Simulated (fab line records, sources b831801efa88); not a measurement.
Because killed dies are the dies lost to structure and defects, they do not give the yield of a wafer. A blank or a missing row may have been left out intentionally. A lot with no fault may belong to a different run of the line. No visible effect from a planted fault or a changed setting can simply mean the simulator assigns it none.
fab line records	flow sfqLine
[record] lots = 5	wafers = 15	lastDay = 78
route steps=325 shown I6@270 M7@281 I7@296 M8@311
lots untouched by any fault: they come from a run of this same line in which no faults occurred
startH: hours from the record's first day to the start of the lot's first wafer shown	waitH: hours elapsed since this lot's preceding step	" the same as in the row above	L1.1+2: a row that stands for several wafers	- value missing, or start not given	* or withheld: withheld	< > ~ a bound
route shown NAME@n: names a module that has steps shown in the file, with the first one's number in the route	usual: the fault-free wafers' mean and standard deviation	same: alike in all rows	chamber/n: place in a boat	sites: readings site by site	_std_site: how widely they spread, as a standard deviation	_edge_site: the outer-site mean with the inner-site mean subtracted	radiusMm: for every site, how far away it sits from the centre of the wafer	mask NAME#n: copy n	behind: tool/chamber where the wafer was last shaped	hold: reason for holding the lot/hours on hold/outcome of the hold	device: names the non-switching transistor (n, p or np)	end of line: the route-end tests of the same wafers	a step given without rows: its recipe and nothing more	killed: not the wafer's yield, but the dies lost to structure and defects at the first sort	map: per-die view of a wafer (x killed, . not killed, _ where there is no die)
set.NAME: the setting that was run; set.NAME@STEP: the one run at that earlier step	model.NAME: the simulator's own value behind a step, which no gauge read
lots seen at some steps along the route; tables by step, rows by wafer
services: the hour from which a tool's chamber was out of use, counted from the record's first day as startH (under 0 if before that day), plus the number of hours and why
[[steps]]
[step SFQ_TRILAYER_I6_VIA_LITHO_COAT_174]
[recipe] resist = BARC	spinRpm = 3000	resistThkNm = 62
[step SFQ_TRILAYER_I6_VIA_LITHO_COAT_169]
[recipe] resist = KrF	spinRpm = 3000	resistThkNm = 650
[step SFQ_TRILAYER_I6_VIA_LITHO_SOFTBAKE_173]
[recipe] tempC = withheld	timeS = withheld	resist = KrF
[step SFQ_TRILAYER_I6_VIA_LITHO_EXPOSE_170]
[recipe] maskId = I6	na = 0.6	sourceShape = conventional	sigmaOuter = 0.65	targetCdNm = 700	doseMj = 21.3
[step SFQ_TRILAYER_I6_VIA_LITHO_PEB_172]
[recipe] pebTempC = 115	pebTimeS = 60	resist = KrF
[step SFQ_TRILAYER_I6_VIA_LITHO_DEVELOP_171]
[recipe] timeS = 60	resist = KrF
[step SFQ_I6_OVL_MEAS_942]
[usual] I6_OVL = 0/5.1
lot.wafer	tool	chamber	startH	waitH	I6_OVL[nm]
L790.2	overlay-01	-	1515.52	0.1	-4
L790.4	"	-	"	"	-3
L790.5	"	-	"	"	-3
L798.1	overlay-01	-	1568.37	0.1	-4
L798.3	"	-	"	"	-6
L798.5	"	-	"	"	-6
L800.1	overlay-02	-	1580.37	0.1	-6
L800.2	"	-	"	"	-6
L800.5	"	-	"	"	-9
L804.1	overlay-01	-	1594.24	0.1	-7
L804.3	"	-	"	"	-3
L804.5	"	-	"	"	-8
L808.1	overlay-02	-	1609.84	0.1	2
L808.2	"	-	"	"	0
L808.5	"	-	"	"	-4
[step SFQ_TRILAYER_I6_VIA_BARC_OPEN_VIA_ETCH_235]
[recipe] maskMaterial = PR	chemistry = O2	targetDepthNm = 125	target = BARC	sourceW = 500	biasW = 80	pressureMtorr = 30	timeS = 41.7
[step SFQ_TRILAYER_I6_VIA_ETCH_VIA_ETCH_172]
[recipe] target = SiO2	stopOn = Nb	maskMaterial = PR	taperDeg = 20	chemistry = CHF3	targetDepthNm = 260	sourceW = 500	biasW = 80	pressureMtorr = 30	timeS = withheld
[step SFQ_TRILAYER_I6_VIA_STRIP_STRIP_173]
[recipe] gas = O2	powerW = 200	platenTempC = 40	overashFraction = 0.65	chemistry = O2	pressureMtorr = 50
[usual] drypumpMotorCurrentA = 5.94/0.28	oesProductAu = 0.995/0.012
lot.wafer	tool	chamber	startH	waitH	drypumpMotorCurrentA	oesProductAu	rfHoursCounterH
L790.2	rieMetal-04	0	1515.70	-	5.83	0.972	91
L790.4	"	0	"	"	5.84	0.977	-
L790.5	"	0	"	"	5.85	0.981	-
L798.1	rieMetal-02	1	1568.56	-	5.74	1.004	109
L798.3	"	1	"	"	5.74	1.007	-
L798.5	"	1	"	"	5.72	1.005	-
L800.1	rieMetal-02	0	1580.56	-	5.61	0.992	15
L800.2	"	1	"	"	5.75	1.015	110
L800.5	"	1	"	"	5.80	1.012	-
L804.1	rieMetal-02	0	1594.43	-	5.56	0.995	16
L804.3	"	1	"	"	5.74	1.002	-
L804.5	"	0	"	"	5.59	0.995	-
L808.1	rieMetal-01	1	1610.03	-	6.33	0.998	82
L808.2	"	0	"	"	6.22	0.989	102
L808.5	"	1	"	"	6.32	1.006	-
[step SFQ_TRILAYER_I6_VIA_STRIP_SOLV_CLEAN_174]
[recipe] chemistry = NMP	tempC = 70	timeS = 600
[step SFQ_TRILAYER_M7_DEP_PRE_CLEAN_176]
[recipe] gas = Ar	timeS = 22.5	biasV = 250
[step SFQ_TRILAYER_M7_DEP_SPUTTER_175]
[recipe] material = Nb	basePressurePa = 1.33e-06	chamberPressurePa = 0.1333	substrateTempC = 20	targetThkNm = 200	powerW = 2000	timeS = 133.3
[usual] throttleValvePct = 29.6/0.67
lot.wafer	tool	chamber	startH	waitH	throttleValvePct	model.Nb_of_TRILAYER_M7_DEP_SPUTTER_175.thkNm
L790.2	pvdSputter-04	-	1516.51	0.0	30.5	197.7
L790.4	"	-	"	"	28.8	197.8
L790.5	"	-	"	"	30.5	198.7
L798.1	pvdSputter-05	-	1569.36	0.0	29.9	197.7
L798.3	"	-	"	"	29.9	197.1
L798.5	"	-	"	"	29.8	197.5
L800.1	pvdSputter-06	-	1581.36	0.0	29.5	200.8
L800.2	"	-	"	"	29.6	200.1
L800.5	"	-	"	"	29.7	199.7
L804.1	pvdSputter-05	-	1595.24	0.0	30.3	196.7
L804.3	"	-	"	"	29.8	71.08
L804.5	"	-	"	"	29.9	197.1
L808.1	pvdSputter-04	-	1610.84	0.0	28.5	202.5
L808.2	"	-	"	"	29.5	201.7
L808.5	"	-	"	"	29.9	201.3
[step SFQ_M7_RS_MEAS_943]
[recipe] thkMeasGauge = four-point-probe	reads = Nb_of_TRILAYER_M7_DEP_SPUTTER_175
[usual] M7_NB_RS = 0.895/0.012
lot.wafer	tool	chamber	startH	waitH	hold	M7_NB_RS[ohm/sq]
L790.2	filmMetro-01	-	1516.62	0.1	-	0.901
L790.4	"	-	"	"	-	0.899
L790.5	"	-	"	"	-	0.896
L798.1	filmMetro-01	-	1569.45	0.0	-	0.903
L798.3	"	-	"	"	-	0.904
L798.5	"	-	"	"	-	0.903
L800.1	filmMetro-02	-	1581.45	0.0	-	0.888
L800.2	"	-	"	"	-	0.890
L800.5	"	-	"	"	-	0.892
L804.1	filmMetro-01	-	1595.33	0.0	awaitDispo/0.2h/release	0.906
L804.3	"	-	"	"	awaitDispo/0.2h/release	2.557
L804.5	"	-	"	"	awaitDispo/0.2h/release	0.903
L804.1	filmMetro-01	-	1595.61	0.3	-	0.906
L804.3	"	-	"	"	-	2.556
L804.5	"	-	"	"	-	0.906
L808.1	filmMetro-01	-	1610.93	0.0	-	0.880
L808.2	"	-	"	"	-	0.882
L808.5	"	-	"	"	-	0.884
[step SFQ_TRILAYER_M7_LITHO_COAT_177]
[recipe] resist = KrF	spinRpm = 3000	resistThkNm = 600
[step SFQ_TRILAYER_M7_LITHO_SOFTBAKE_181]
[recipe] tempC = withheld	timeS = withheld	resist = KrF
[step SFQ_TRILAYER_M7_LITHO_EXPOSE_178]
[recipe] maskId = M7	na = 0.6	sourceShape = conventional	sigmaOuter = 0.65	targetCdNm = 500	doseMj = 14.4
[step SFQ_TRILAYER_M7_LITHO_PEB_180]
[recipe] pebTempC = 115	pebTimeS = 60	resist = KrF
[step SFQ_TRILAYER_M7_LITHO_DEVELOP_179]
[recipe] timeS = 60	resist = KrF
[step SFQ_M7_OVL_MEAS_945]
[usual] M7_OVL = -1/5.3
lot.wafer	tool	chamber	startH	waitH	M7_OVL[nm]
L790.2	overlay-02	-	1524.84	0.1	-2
L790.4	"	-	"	"	-6
L790.5	"	-	"	"	7
L798.1	overlay-02	-	1668.79	0.1	0
L798.3	"	-	"	"	-4
L798.5	"	-	"	"	-4
L800.1	overlay-01	-	1683.19	0.1	-5
L800.2	"	-	"	"	-5
L800.5	"	-	"	"	3
L804.1	overlay-02	-	1691.59	0.1	-6
L804.3	"	-	"	"	-8
L804.5	"	-	"	"	-10
L808.1	overlay-01	-	1704.91	0.1	0
L808.2	"	-	"	"	1
L808.5	"	-	"	"	-2
[step SFQ_TRILAYER_M7_BARC_OPEN_METAL_ETCH_229]
[recipe] maskMaterial = PR	chemistry = O2	targetDepthNm = 125	target = BARC	icpW = 600	biasW = 80	pressureMtorr = 10	timeS = 41.7
[step SFQ_TRILAYER_M7_ETCH_METAL_ETCH_180]
[recipe] target = Nb	stopOn = SiO2	maskMaterial = PR	chemistry = Cl2/Ar	targetDepthNm = 240	icpW = 600	biasW = 80	pressureMtorr = 10	timeS = 120
[usual] drypumpMotorCurrentA = 5.94/0.29	oesProductAu = 0.892/0.0092
lot.wafer	tool	chamber	startH	waitH	drypumpMotorCurrentA	oesProductAu	rfHoursCounterH
L790.2	rieMetal-02	1	1524.93	0.0	5.76	0.888	102
L790.4	"	1	"	"	5.78	0.894	-
L790.5	"	0	"	"	5.56	0.881	-
L798.1	rieMetal-04	1	1668.89	0.0	6.08	0.879	137
L798.3	"	0	"	"	5.86	0.891	-
L798.5	"	0	"	"	5.83	0.887	-
L800.1	rieMetal-04	1	1683.29	0.0	6.11	0.897	139
L800.2	"	0	"	"	5.82	0.906	114
L800.5	"	0	"	"	5.84	0.890	-
L804.1	rieMetal-04	0	1691.69	0.0	5.84	0.886	115
L804.3	"	0	"	"	5.83	0.559	-
L804.5	"	1	"	"	6.07	0.887	-
L808.1	rieMetal-02	0	1705.01	0.0	5.57	0.906	26
L808.2	"	1	"	"	5.78	0.888	121
L808.5	"	0	"	"	5.56	0.892	-
[step SFQ_TRILAYER_M7_STRIP_STRIP_181]
[recipe] gas = O2	powerW = 200	platenTempC = 40	overashFraction = 0.65	chemistry = O2	pressureMtorr = 50
[step SFQ_TRILAYER_M7_STRIP_SOLV_CLEAN_182]
[recipe] chemistry = NMP	tempC = 70	timeS = 600
[step SFQ_TRILAYER_I7_DEP_PECVD_183]
[recipe] material = SiO2	tempC = 150	timeS = 111.11	pressureTorr = 2.4	rfW = 183.3	precursor = SiH4/N2O	targetThkNm = 500
[usual] heaterPowerW = 77/12	throttleValvePct = 25.5/1.4
lot.wafer	tool	chamber	startH	waitH	heaterPowerW	throttleValvePct
L790.2	pecvd-03	0	1525.83	0.0	82	23.0
L790.4	"	0	"	"	68	23.0
L790.5	"	2	"	"	67	26.9
L798.1	pecvd-04	1	1669.79	0.0	75	24.7
L798.3	"	0	"	"	88	26.4
L798.5	"	0	"	"	91	26.6
L800.1	pecvd-03	1	1684.19	0.0	81	25.2
L800.2	"	0	"	"	78	23.2
L800.5	"	1	"	"	84	25.1
L804.1	pecvd-03	2	1692.59	0.0	73	27.3
L804.3	"	0	"	"	74	23.3
L804.5	"	0	"	"	76	23.5
L808.1	pecvd-04	0	1705.91	0.0	90	26.9
L808.2	"	1	"	"	78	24.4
L808.5	"	2	"	"	88	27.3
[step SFQ_TRILAYER_I7_CMP_CMP_184]
[recipe] material = SiO2	downForcePsi = 3	platenRpm = 60	padVelocityMS = 0.94248
[usual] motorCurrentA = 10.6/1	retainingRingPressureFrac = 1.000/0.005	timeToEndpointS = 212/7.8
lot.wafer	tool	chamber	startH	waitH	motorCurrentA	retainingRingPressureFrac	timeToEndpointS
L790.4	cmp-02	0	1541.22	15.3	9.9	1.000	216
L790.2	"	1	"	"	8.9	1.004	214
L790.5	"	2	"	"	9.7	0.994	228
L798.1	cmp-02	3	1670.30	0.5	11.4	1.006	192
L798.3	"	0	"	"	9.7	0.997	219
L798.5	"	0	1672.80	2.9	10.3	1.001	216
L800.2	cmp-01	0	1684.86	0.6	10.7	0.996	214
L800.1	"	1	"	"	13.1	1.001	217
L800.5	"	0	1686.86	2.6	10.7	1.004	223
L804.1	cmp-02	2	1692.68	0.1	9.7	0.997	219
L804.3	"	1	1694.18	1.6	9.4	0.992	209
L804.5	"	3	1695.18	2.5	11.3	1.001	208
L808.2	cmp-01	2	1707.04	1.1	10.3	0.996	203
L808.1	"	3	"	"	10.9	0.996	206
L808.5	"	0	"	"	10.6	1.000	215
[step SFQ_I7_BOW_MEAS_946]
[recipe] mode = bow
[usual] I7_BOW = 9/12
lot.wafer	tool	chamber	startH	waitH	I7_BOW[um]
L790.2	filmMetro-03	-	1543.24	1.0	9
L790.4	"	-	"	"	24
L790.5	"	-	"	"	20
L798.1	filmMetro-01	-	1673.30	2.5	1
L798.3	"	-	"	"	-4
L798.5	"	-	"	"	-11
L800.1	filmMetro-03	-	1687.86	2.0	25
L800.2	"	-	"	"	20
L800.5	"	-	"	"	15
L804.1	filmMetro-01	-	1695.68	2.5	2
L804.3	"	-	"	"	0
L804.5	"	-	"	"	-1
L808.1	filmMetro-03	-	1709.04	1.0	-16
L808.2	"	-	"	"	-12
L808.5	"	-	"	"	-14
[step SFQ_TRILAYER_I7_METRO_MEASURE_185]
[usual] thkNm = 199.8/1.2
lot.wafer	tool	chamber	startH	waitH	thkNm
L790.2	filmMetro-03	-	1543.54	0.3	199.3
L790.4	"	-	"	"	198.6
L790.5	"	-	"	"	199.7
L798.1	filmMetro-01	-	1673.42	0.1	198.8
L798.3	"	-	"	"	200.8
L798.5	"	-	"	"	200.6
L800.1	filmMetro-03	-	1687.98	0.1	201.0
L800.2	"	-	"	"	199.9
L800.5	"	-	"	"	200.2
L804.1	filmMetro-01	-	1695.80	0.1	199.6
L804.3	"	-	"	"	199.4
L804.5	"	-	"	"	198.3
L808.1	filmMetro-03	-	1709.16	0.1	200.5
L808.2	"	-	"	"	199.5
L808.5	"	-	"	"	200.4
[step SFQ_TRILAYER_I7_VIA_LITHO_COAT_192]
[recipe] resist = BARC	spinRpm = 3000	resistThkNm = 62
[step SFQ_TRILAYER_I7_VIA_LITHO_COAT_187]
[recipe] resist = KrF	spinRpm = 3000	resistThkNm = 650
[step SFQ_TRILAYER_I7_VIA_LITHO_SOFTBAKE_191]
[recipe] tempC = withheld	timeS = withheld	resist = KrF
[step SFQ_TRILAYER_I7_VIA_LITHO_EXPOSE_188]
[recipe] maskId = I7	na = 0.6	sourceShape = conventional	sigmaOuter = 0.65	targetCdNm = 1000	doseMj = 21.3
[step SFQ_TRILAYER_I7_VIA_LITHO_PEB_190]
[recipe] pebTempC = 115	pebTimeS = 60	resist = KrF
[step SFQ_TRILAYER_I7_VIA_LITHO_DEVELOP_189]
[recipe] timeS = 60	resist = KrF
[step SFQ_I7_OVL_MEAS_947]
[usual] I7_OVL = 3/6.8
lot.wafer	tool	chamber	startH	waitH	I7_OVL[nm]
L790.2	overlay-02	-	1638.63	0.1	19
L790.4	"	-	"	"	15
L790.5	"	-	"	"	10
L798.1	overlay-01	-	1762.76	0.1	-9
L798.3	"	-	"	"	-6
L798.5	"	-	"	"	-1
L800.1	overlay-02	-	1772.36	0.1	-1
L800.2	"	-	"	"	20
L800.5	"	-	"	"	-1
L804.1	overlay-01	-	1783.33	0.1	0
L804.3	"	-	"	"	3
L804.5	"	-	"	"	2
L808.1	overlay-02	-	1795.21	0.1	-5
L808.2	"	-	"	"	-4
L808.5	"	-	"	"	-4
[step SFQ_TRILAYER_I7_VIA_BARC_OPEN_VIA_ETCH_260]
[recipe] maskMaterial = PR	chemistry = O2	targetDepthNm = 125	target = BARC	sourceW = 500	biasW = 80	pressureMtorr = 30	timeS = 41.7
[usual] drypumpMotorCurrentA = 5.9/0.56	oesProductAu = 0.685/0.0045
lot.wafer	tool	chamber	startH	waitH	drypumpMotorCurrentA	oesProductAu	rfHoursCounterH
L790.2	rieDiel-01	0	1638.66	0.0	4.9	0.692	14
L790.4	"	2	"	"	6.3	0.688	21
L790.5	"	3	"	"	5.9	0.678	-
L798.1	rieDiel-03	1	1762.80	0.0	6.3	0.687	17
L798.3	"	3	"	"	4.9	0.684	22
L798.5	"	3	"	"	4.9	0.686	-
L800.1	rieDiel-04	0	1772.40	0.0	6.2	0.681	8
L800.2	"	2	"	"	6.6	0.687	14
L800.5	"	1	"	"	5.7	0.677	-
L804.1	rieDiel-04	3	1783.36	0.0	5.7	0.683	3
L804.3	"	1	"	"	5.7	0.688	25
L804.5	"	3	"	"	5.7	0.688	-
L808.1	rieDiel-01	0	1795.24	0.0	4.9	0.679	16
L808.2	"	2	"	"	6.3	0.682	22
L808.5	"	1	"	"	6.0	0.680	-
[step SFQ_TRILAYER_I7_VIA_ETCH_VIA_ETCH_190]
[recipe] target = SiO2	stopOn = Nb	maskMaterial = PR	taperDeg = 20	chemistry = CHF3	targetDepthNm = 260	sourceW = 500	biasW = 80	pressureMtorr = 30	timeS = withheld
[step SFQ_TRILAYER_I7_VIA_STRIP_STRIP_191]
[recipe] gas = O2	powerW = 200	platenTempC = 40	overashFraction = 0.65	chemistry = O2	pressureMtorr = 50
[step SFQ_TRILAYER_I7_VIA_STRIP_SOLV_CLEAN_192]
[recipe] chemistry = NMP	tempC = 70	timeS = 600
[step SFQ_TRILAYER_M8_LITHO_LOR_COAT_197]
[recipe] resist = lift-off	spinRpm = 3000
[step SFQ_M8_BOW_MEAS_951]
[recipe] mode = bow
[usual] M8_BOW = 10/12
lot.wafer	tool	chamber	startH	waitH	M8_BOW[um]	model.etest.m7.ohmUm	model.etest.i6.linkOhm	model.etest.m7.ohmSq	model.etest.i7.linkOhm
L790.2	filmMetro-01	-	1643.54	0.0	10	1.803	1.897	0.9012	1.06
L790.4	"	-	"	"	23	1.796	1.899	0.9008	1.064
L790.5	"	-	"	"	22	1.783	1.915	0.8967	1.059
L798.1	filmMetro-04	-	1767.65	0.0	3	1.799	1.886	0.9014	1.063
L798.3	"	-	"	"	-3	1.798	1.881	0.9038	1.065
L798.5	"	-	"	"	-9	1.794	1.884	0.9021	1.065
L800.1	filmMetro-03	-	1777.25	0.0	25	1.764	1.881	0.8872	1.048
L800.2	"	-	"	"	21	1.771	1.88	0.8904	1.053
L800.5	"	-	"	"	17	1.775	1.873	0.8921	1.054
L804.1	filmMetro-04	-	1857.66	0.0	3	1.809	1.902	0.9058	1.067
L804.3	"	-	"	"	0	5.014	3.684	2.507	2.664
L804.5	"	-	"	"	0	1.807	1.893	0.904	1.065
L808.1	filmMetro-03	-	1869.79	0.0	-16	1.753	1.868	0.8801	1.045
L808.2	"	-	"	"	-10	1.772	1.866	0.8833	1.048
L808.5	"	-	"	"	-12	1.768	1.868	0.8852	1.049
[[services]]
tool	chamber	startH	hours	kind
filmMetro-03	-	1496.15	1.1	pm
rieDiel-01	1	1496.39	4.1	repair
filmMetro-03	-	1497.70	1.8	pm
filmMetro-01	-	1501.96	1.7	pm
filmMetro-03	-	1505.64	3.2	repair
rieDiel-01	1	1519.49	3.8	repair
rieMetal-02	-	1520.03	0.5	repair
pecvd-03	2	1525.99	4.8	repair
pecvd-03	-	1549.81	5.5	pm
cmp-02	-	1553.40	3.0	repair
rieMetal-04	1	1571.61	17.6	repair
cmp-02	-	1581.50	7.3	pm
filmMetro-03	-	1586.67	0.7	pm
cmp-02	-	1636.67	5.0	repair
cmp-02	-	1649.16	0.5	repair
rieMetal-02	-	1651.00	14.6	pm
filmMetro-03	-	1678.84	1.7	pm
pecvd-03	1	1694.67	15.6	repair
cmp-02	-	1730.71	5.9	pm
filmMetro-03	-	1741.15	0.5	pm
filmMetro-03	-	1742.70	0.3	pm
rieMetal-02	1	1743.06	14.4	repair
pecvd-03	2	1759.69	5.1	repair
cmp-02	-	1777.64	4.0	pm
[[key]]
[firstSign] step = SFQ_M7_RS_MEAS_943	reading = visit	direction = added
[effect] step = SFQ_M7_RS_MEAS_943	reading = M7_NB_RS	direction = up	sigmas = 99+	usual = 0.895	struck = 2.557
[effect] step = SFQ_TRILAYER_M7_ETCH_METAL_ETCH_180	reading = oesProductAu	direction = down	sigmas = 36	usual = 0.892	struck = 0.559
[modelEffect] step = SFQ_TRILAYER_M7_DEP_SPUTTER_175	value = Nb_of_TRILAYER_M7_DEP_SPUTTER_175.thkNm	without = 198.1	struck = 71.08
[modelEffect] step = SFQ_M8_BOW_MEAS_951	value = etest.m7.ohmUm	without = 1.799	struck = 5.014
metAt SFQ_TRILAYER_M7_DEP_SPUTTER_175
struckWafers L804.3
onsetBetween 1569.36 1595.24
[fault] kind = processParameterDrift	tool = pvdSputter-05	chamber = -	onsetH = 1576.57	steps = SFQ_TRILAYER_M7_DEP_SPUTTER_175	channel = targetThkNm	offset = -127.05	shape = step	endH = 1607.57	scope = struckWafersOnly	actsIn = theseRecipesOnly	stated = 200
